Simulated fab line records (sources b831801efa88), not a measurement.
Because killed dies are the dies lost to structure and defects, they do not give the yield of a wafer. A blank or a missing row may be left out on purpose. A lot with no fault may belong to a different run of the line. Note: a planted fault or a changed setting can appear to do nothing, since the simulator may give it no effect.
Which tool did it? :: flow gf180mcu :: 42 wafers from 14 lots sampled at 5 of the route's 602 steps

== WHAT THE GAUGES READ, wafer by wafer ==
GF_VT_IMPLANT_OVL_MEAS_29.
lot: L727
measured: day 6 21:10
on: overlay-02
VT_IMPLANT_02_OVL (nm): 2.3 2.7 0.5

lot: L728
measured: day 7 03:26
on: overlay-02
VT_IMPLANT_02_OVL (nm): -0.9 -1.2 -1.1

lot: L730
measured: day 7 18:34
on: overlay-02
VT_IMPLANT_02_OVL (nm): -0.3 -0.2 0.9

lot: L731
measured: day 8 01:01
on: overlay-01
VT_IMPLANT_02_OVL (nm): -0.9 -1.8 -1.4

lot: L733
measured: day 8 16:26
on: overlay-01
VT_IMPLANT_02_OVL (nm): 1.7 2.5 -0.2

lot: L734
measured: day 8 20:31
on: overlay-01
VT_IMPLANT_02_OVL (nm): -0.4 -1.1 -0.8

lot: L742
measured: day 10 23:10
on: overlay-01
VT_IMPLANT_02_OVL (nm): -0.1 0.8 0.1

lot: L743
measured: day 11 07:10
on: overlay-01
VT_IMPLANT_02_OVL (nm): -0.4 0.8 -0.2

lot: L744
measured: day 11 10:16
on: overlay-02
VT_IMPLANT_02_OVL (nm): 1.5 -0.5 0.3

lot: L745
measured: day 11 20:35
on: overlay-02
VT_IMPLANT_02_OVL (nm): -0.3 -0.7 0.9

lot: L747
measured: day 12 10:52
on: overlay-02
VT_IMPLANT_02_OVL (nm): 0.8 -1.8 0.0

lot: L748
measured: day 12 13:10
on: overlay-01
VT_IMPLANT_02_OVL (nm): -2.5 1.7 -0.4

lot: L749
measured: day 12 17:43
on: overlay-02
VT_IMPLANT_02_OVL (nm): 0.3 0.0 -0.6

lot: L750
measured: day 13 11:23
on: overlay-02
VT_IMPLANT_02_OVL (nm): -0.8 -1.4 -1.0

GF_POLY_GATE_OVL_MEAS_11.
lot: L727
measured: day 9 07:38
on: overlay-01
POLY_GATE_OVL (nm): -1 -2 -5

lot: L728
measured: day 9 16:43
on: overlay-01
POLY_GATE_OVL (nm): -5 0 -3

lot: L730
measured: day 10 05:50
on: overlay-02
POLY_GATE_OVL (nm): 5 5 4

lot: L731
measured: day 10 12:44
on: overlay-02
POLY_GATE_OVL (nm): 0 -1 -1

lot: L733
measured: day 11 02:12
on: overlay-01
POLY_GATE_OVL (nm): 1 5 -2

lot: L734
measured: day 11 07:41
on: overlay-02
POLY_GATE_OVL (nm): 13 8 9

lot: L742
measured: day 13 14:44
on: overlay-02
POLY_GATE_OVL (nm): 4 2 9

lot: L743
measured: day 14 00:45
on: overlay-01
POLY_GATE_OVL (nm): 1 4 5

lot: L744
measured: day 14 05:05
on: overlay-02
POLY_GATE_OVL (nm): 7 3 6

lot: L745
measured: day 14 15:38
on: overlay-02
POLY_GATE_OVL (nm): 11 15 9

lot: L747
measured: day 15 06:49
on: overlay-01
POLY_GATE_OVL (nm): 12 2 6

lot: L748
measured: day 15 08:11
on: overlay-01
POLY_GATE_OVL (nm): -1 -1 3

lot: L749
measured: day 15 15:53
on: overlay-01
POLY_GATE_OVL (nm): -1 2 5

lot: L750
measured: day 16 08:35
on: overlay-02
POLY_GATE_OVL (nm): -3 6 2

== EACH LOT AND THE TOOL THAT RAN IT (in order: tool; ch and the chambers of the sampled wafers; start) ==
lot: L727
GF_STI_ETCH_14: rie-si-02 ch 0,1,3, day 2 02:10
GF_STI_STRIP_15: plasma-asher-01 ch 0,1, day 2 02:14
GF_MVPSD_STRIP_10: plasma-asher-02 ch 0,1, day 5 01:06

lot: L728
GF_STI_ETCH_14: rie-si-01 ch 1,3, day 2 06:07
GF_STI_STRIP_15: plasma-asher-01 ch 0,1, day 2 06:13
GF_MVPSD_STRIP_10: plasma-asher-02 ch 0,1, day 5 06:59

lot: L730
GF_STI_ETCH_14: rie-si-01 ch 0,2, day 2 17:26
GF_STI_STRIP_15: plasma-asher-02 ch 0,1, day 2 17:30
GF_MVPSD_STRIP_10: plasma-asher-02 ch 0,1, day 5 20:35

lot: L731
GF_STI_ETCH_14: rie-si-02 ch 1,2, day 2 22:04
GF_STI_STRIP_15: plasma-asher-02 ch 1, day 2 22:09
GF_MVPSD_STRIP_10: plasma-asher-03 ch 0,1, day 6 01:55

lot: L733
GF_STI_ETCH_14: rie-si-02 ch 0,2,3, day 3 09:40
GF_STI_STRIP_15: plasma-asher-04 ch 0, day 3 09:45
GF_MVPSD_STRIP_10: plasma-asher-03 ch 0,1, day 6 15:32

lot: L734
GF_STI_ETCH_14: rie-si-02 ch 0,2,3, day 3 15:31
GF_STI_STRIP_15: plasma-asher-04 ch 0,1, day 3 15:36
GF_MVPSD_STRIP_10: plasma-asher-03 ch 1, day 6 20:54

lot: L742
GF_STI_ETCH_14: rie-si-01 ch 1,2,3, day 5 06:16
GF_STI_STRIP_15: plasma-asher-04 ch 0,1, day 5 06:20
GF_MVPSD_STRIP_10: plasma-asher-02 ch 0,1, day 8 18:50

lot: L743
GF_STI_ETCH_14: rie-si-01 ch 1,3, day 5 11:34
GF_STI_STRIP_15: plasma-asher-04 ch 0,1, day 5 11:38
GF_MVPSD_STRIP_10: plasma-asher-01 ch 0,1, day 9 01:54

lot: L744
GF_STI_ETCH_14: rie-si-01 ch 0,2,3, day 5 17:49
GF_STI_STRIP_15: plasma-asher-04 ch 0, day 5 17:53
GF_MVPSD_STRIP_10: plasma-asher-03 ch 0,1, day 9 04:23

lot: L745
GF_STI_ETCH_14: rie-si-01 ch 0,1,3, day 6 01:40
GF_STI_STRIP_15: plasma-asher-04 ch 0,1, day 6 01:46
GF_MVPSD_STRIP_10: plasma-asher-01 ch 0,1, day 9 15:02

lot: L747
GF_STI_ETCH_14: rie-si-02 ch 0,1,3, day 6 09:43
GF_STI_STRIP_15: plasma-asher-04 ch 0,1, day 6 09:47
GF_MVPSD_STRIP_10: plasma-asher-03 ch 0,1, day 10 03:02

lot: L748
GF_STI_ETCH_14: rie-si-02 ch 0,1,3, day 6 14:28
GF_STI_STRIP_15: plasma-asher-04 ch 0,1, day 6 14:33
GF_MVPSD_STRIP_10: plasma-asher-03 ch 0,1, day 10 05:51

lot: L749
GF_STI_ETCH_14: rie-si-01 ch 0,1,3, day 6 18:52
GF_STI_STRIP_15: plasma-asher-02 ch 1, day 6 18:57
GF_MVPSD_STRIP_10: plasma-asher-03 ch 1, day 10 10:51

lot: L750
GF_STI_ETCH_14: rie-si-01 ch 0,3, day 7 00:55
GF_STI_STRIP_15: plasma-asher-02 ch 0,1, day 7 01:00
GF_MVPSD_STRIP_10: plasma-asher-01 ch 0,1, day 11 00:30
- GF_STI_ETCH_14: etches Si in HBr/Cl2/O2, target depth 360 nm, time 102.9 s.
- GF_STI_STRIP_15: strips in O2/N2.
- GF_MVPSD_STRIP_10: strips in O2/N2.

== AS READ BY THE TOOLS THEMSELVES (means over the sampled wafers that have a number; for cases with no such wafer, the mark the record gives instead) ==
GF_STI_ETCH_14.
lot: L727
tool: rie-si-02
HBr_flow_sccm (sccm): 150.5
drypump-motor-current-A (A): 5.5
oes-product-au (a.u.): 1.006
run-length-s (s): 131.3
throttle-valve-pct (%): 25.650

lot: L728
tool: rie-si-01
HBr_flow_sccm (sccm): 149.8
drypump-motor-current-A (A): 5.5
oes-product-au (a.u.): 1.006
run-length-s (s): 131.2
throttle-valve-pct (%): 25.650

lot: L730
tool: rie-si-01
HBr_flow_sccm (sccm): 149.8
drypump-motor-current-A (A): 5.9
oes-product-au (a.u.): 1.001
run-length-s (s): 131.0
throttle-valve-pct (%): 25.657

lot: L731
tool: rie-si-02
HBr_flow_sccm (sccm): 149.9
drypump-motor-current-A (A): 5.6
oes-product-au (a.u.): 1.014
run-length-s (s): 131.0
throttle-valve-pct (%): 25.648

lot: L733
tool: rie-si-02
HBr_flow_sccm (sccm): 150.1
drypump-motor-current-A (A): 5.5
oes-product-au (a.u.): 1.016
run-length-s (s): 114.5
throttle-valve-pct (%): 25.651

lot: L734
tool: rie-si-02
HBr_flow_sccm (sccm): 150.4
drypump-motor-current-A (A): 5.5
oes-product-au (a.u.): 1.011
run-length-s (s): 114.2
throttle-valve-pct (%): 25.648

lot: L742
tool: rie-si-01
HBr_flow_sccm (sccm): 150.2
drypump-motor-current-A (A): 5.5
oes-product-au (a.u.): 1.012
run-length-s (s): 131.3
throttle-valve-pct (%): 25.651

lot: L743
tool: rie-si-01
HBr_flow_sccm (sccm): 150.2
drypump-motor-current-A (A): 5.5
oes-product-au (a.u.): 1.012
run-length-s (s): 131.1
throttle-valve-pct (%): 25.650

lot: L744
tool: rie-si-01
HBr_flow_sccm (sccm): 149.6
drypump-motor-current-A (A): 5.9
oes-product-au (a.u.): 1.003
run-length-s (s): 131.2
throttle-valve-pct (%): 25.653

lot: L745
tool: rie-si-01
HBr_flow_sccm (sccm): 150.0
drypump-motor-current-A (A): 5.8
oes-product-au (a.u.): 1.011
run-length-s (s): 131.1
throttle-valve-pct (%): 25.655

lot: L747
tool: rie-si-02
HBr_flow_sccm (sccm): 149.6
drypump-motor-current-A (A): 5.5
oes-product-au (a.u.): 1.004
run-length-s (s): 131.1
throttle-valve-pct (%): 25.648

lot: L748
tool: rie-si-02
HBr_flow_sccm (sccm): 150.3
drypump-motor-current-A (A): 5.5
oes-product-au (a.u.): 1.015
run-length-s (s): 131.2
throttle-valve-pct (%): 25.656

lot: L749
tool: rie-si-01
HBr_flow_sccm (sccm): 150.3
drypump-motor-current-A (A): 5.8
oes-product-au (a.u.): 1.013
run-length-s (s): 130.9
throttle-valve-pct (%): 25.662

lot: L750
tool: rie-si-01
HBr_flow_sccm (sccm): 150.0
drypump-motor-current-A (A): 5.9
oes-product-au (a.u.): 1.014
run-length-s (s): 131.0
throttle-valve-pct (%): 25.645

GF_STI_STRIP_15.
lot: L727
tool: plasma-asher-01
drypump-motor-current-A (A): 5.8
heater-power-w (W): 310
oes-product-au (a.u.): 0.382
platen-temp-c (C): 250.10
strip-time-to-endpoint-s (s): 3.70

lot: L728
tool: plasma-asher-01
drypump-motor-current-A (A): 5.8
heater-power-w (W): 313
oes-product-au (a.u.): 0.388
platen-temp-c (C): 249.98
strip-time-to-endpoint-s (s): 3.76

lot: L730
tool: plasma-asher-02
drypump-motor-current-A (A): 6.2
heater-power-w (W): 325
oes-product-au (a.u.): 0.384
platen-temp-c (C): 249.91
strip-time-to-endpoint-s (s): 3.74

lot: L731
tool: plasma-asher-02
drypump-motor-current-A (A): 5.7
heater-power-w (W): 315
oes-product-au (a.u.): 0.389
platen-temp-c (C): 249.93
strip-time-to-endpoint-s (s): 3.69

lot: L733
tool: plasma-asher-04
drypump-motor-current-A (A): 6.1
heater-power-w (W): 339
oes-product-au (a.u.): 0.387
platen-temp-c (C): 250.10
strip-time-to-endpoint-s (s): 3.91

lot: L734
tool: plasma-asher-04
drypump-motor-current-A (A): 5.7
heater-power-w (W): 308
oes-product-au (a.u.): 0.389
platen-temp-c (C): 249.96
strip-time-to-endpoint-s (s): 3.88

lot: L742
tool: plasma-asher-04
drypump-motor-current-A (A): 5.7
heater-power-w (W): 304
oes-product-au (a.u.): 0.380
platen-temp-c (C): 249.88
strip-time-to-endpoint-s (s): 3.67

lot: L743
tool: plasma-asher-04
drypump-motor-current-A (A): 5.7
heater-power-w (W): 308
oes-product-au (a.u.): 0.380
platen-temp-c (C): 249.68
strip-time-to-endpoint-s (s): 3.70

lot: L744
tool: plasma-asher-04
drypump-motor-current-A (A): 6.1
heater-power-w (W): 338
oes-product-au (a.u.): 0.385
platen-temp-c (C): 250.16
strip-time-to-endpoint-s (s): 3.72

lot: L745
tool: plasma-asher-04
drypump-motor-current-A (A): 5.7
heater-power-w (W): 306
oes-product-au (a.u.): 0.389
platen-temp-c (C): 249.99
strip-time-to-endpoint-s (s): 3.71

lot: L747
tool: plasma-asher-04
drypump-motor-current-A (A): 5.7
heater-power-w (W): 308
oes-product-au (a.u.): 0.380
platen-temp-c (C): 250.19
strip-time-to-endpoint-s (s): 3.70

lot: L748
tool: plasma-asher-04
drypump-motor-current-A (A): 5.7
heater-power-w (W): 304
oes-product-au (a.u.): 0.388
platen-temp-c (C): 249.89
strip-time-to-endpoint-s (s): 3.72

lot: L749
tool: plasma-asher-02
drypump-motor-current-A (A): 5.7
heater-power-w (W): 312
oes-product-au (a.u.): 0.380
platen-temp-c (C): 249.97
strip-time-to-endpoint-s (s): 3.71

lot: L750
tool: plasma-asher-02
drypump-motor-current-A (A): 6.0
heater-power-w (W): 316
oes-product-au (a.u.): 0.381
platen-temp-c (C): 249.97
strip-time-to-endpoint-s (s): 3.67

GF_MVPSD_STRIP_10.
lot: L727
tool: plasma-asher-02
drypump-motor-current-A (A): 5.98
heater-power-w (W): 319
oes-product-au (a.u.): 0.726
platen-temp-c (C): 250.10
strip-time-to-endpoint-s (s): 36.92

lot: L728
tool: plasma-asher-02
drypump-motor-current-A (A): 5.97
heater-power-w (W): 319
oes-product-au (a.u.): 0.717
platen-temp-c (C): 249.99
strip-time-to-endpoint-s (s): 37.08

lot: L730
tool: plasma-asher-02
drypump-motor-current-A (A): 6.18
heater-power-w (W): 325
oes-product-au (a.u.): 0.722
platen-temp-c (C): 249.97
strip-time-to-endpoint-s (s): 36.88

lot: L731
tool: plasma-asher-03
drypump-motor-current-A (A): 5.81
heater-power-w (W): 283
oes-product-au (a.u.): 0.721
platen-temp-c (C): 249.99
strip-time-to-endpoint-s (s): 36.99

lot: L733
tool: plasma-asher-03
drypump-motor-current-A (A): 5.81
heater-power-w (W): 291
oes-product-au (a.u.): 0.724
platen-temp-c (C): 250.02
strip-time-to-endpoint-s (s): 37.02

lot: L734
tool: plasma-asher-03
drypump-motor-current-A (A): 5.86
heater-power-w (W): 291
oes-product-au (a.u.): 0.718
platen-temp-c (C): 249.74
strip-time-to-endpoint-s (s): 37.12

lot: L742
tool: plasma-asher-02
drypump-motor-current-A (A): 5.99
heater-power-w (W): 316
oes-product-au (a.u.): 0.723
platen-temp-c (C): 250.00
strip-time-to-endpoint-s (s): 37.01

lot: L743
tool: plasma-asher-01
drypump-motor-current-A (A): 5.97
heater-power-w (W): 311
oes-product-au (a.u.): 0.723
platen-temp-c (C): 250.00
strip-time-to-endpoint-s (s): 37.04

lot: L744
tool: plasma-asher-03
drypump-motor-current-A (A): 5.80
heater-power-w (W): 290
oes-product-au (a.u.): 0.724
platen-temp-c (C): 250.08
strip-time-to-endpoint-s (s): 36.96

lot: L745
tool: plasma-asher-01
drypump-motor-current-A (A): 5.98
heater-power-w (W): 309
oes-product-au (a.u.): 0.725
platen-temp-c (C): 249.93
strip-time-to-endpoint-s (s): 37.05

lot: L747
tool: plasma-asher-03
drypump-motor-current-A (A): 5.80
heater-power-w (W): 282
oes-product-au (a.u.): 0.726
platen-temp-c (C): 249.93
strip-time-to-endpoint-s (s): 37.13

lot: L748
tool: plasma-asher-03
drypump-motor-current-A (A): 5.83
heater-power-w (W): 285
oes-product-au (a.u.): 0.723
platen-temp-c (C): 250.10
strip-time-to-endpoint-s (s): 36.88

lot: L749
tool: plasma-asher-03
drypump-motor-current-A (A): 5.85
heater-power-w (W): 296
oes-product-au (a.u.): 0.718
platen-temp-c (C): 250.03
strip-time-to-endpoint-s (s): 37.05

lot: L750
tool: plasma-asher-01
drypump-motor-current-A (A): 5.82
heater-power-w (W): 315
oes-product-au (a.u.): 0.722
platen-temp-c (C): 249.92
strip-time-to-endpoint-s (s): 37.11

== THE ANSWER, worked out from the rows above alone ==
Rule: the lots themselves supply what counts as usual. The widest of any qualifying gaps counts: lots, ordered by their means at a reading, are off when they make up no more than a third of the lots, leave a main group of 4 or more, and stand apart from it by 3 or more times the standard deviation of that group's means. If all means in a main group match to the digits the tables above print for the reading, that group is not used. Also off: a lot with no number at a reading for which 4 or more lots have one. All remaining lots with rows at the step are treated as sound. The gauges are gone through in route order, then the tools' own readings, and for those a lot's mean is taken as printed above. At the first step where some lot is off, the reading lying furthest off is the one used; lots without a number count as furthest.
Off, at GF_STI_ETCH_14 on run-length-s: L733, L734. Mean 131.1 s and standard deviation 0.12 in the main group.
If a tool, at that step or one of the process steps before it, ran each lot that is off and ran no sound lot following the first of them, it fits. Of those tried, none fits.

== WHAT THE SIMULATOR HAD PUT IN ==
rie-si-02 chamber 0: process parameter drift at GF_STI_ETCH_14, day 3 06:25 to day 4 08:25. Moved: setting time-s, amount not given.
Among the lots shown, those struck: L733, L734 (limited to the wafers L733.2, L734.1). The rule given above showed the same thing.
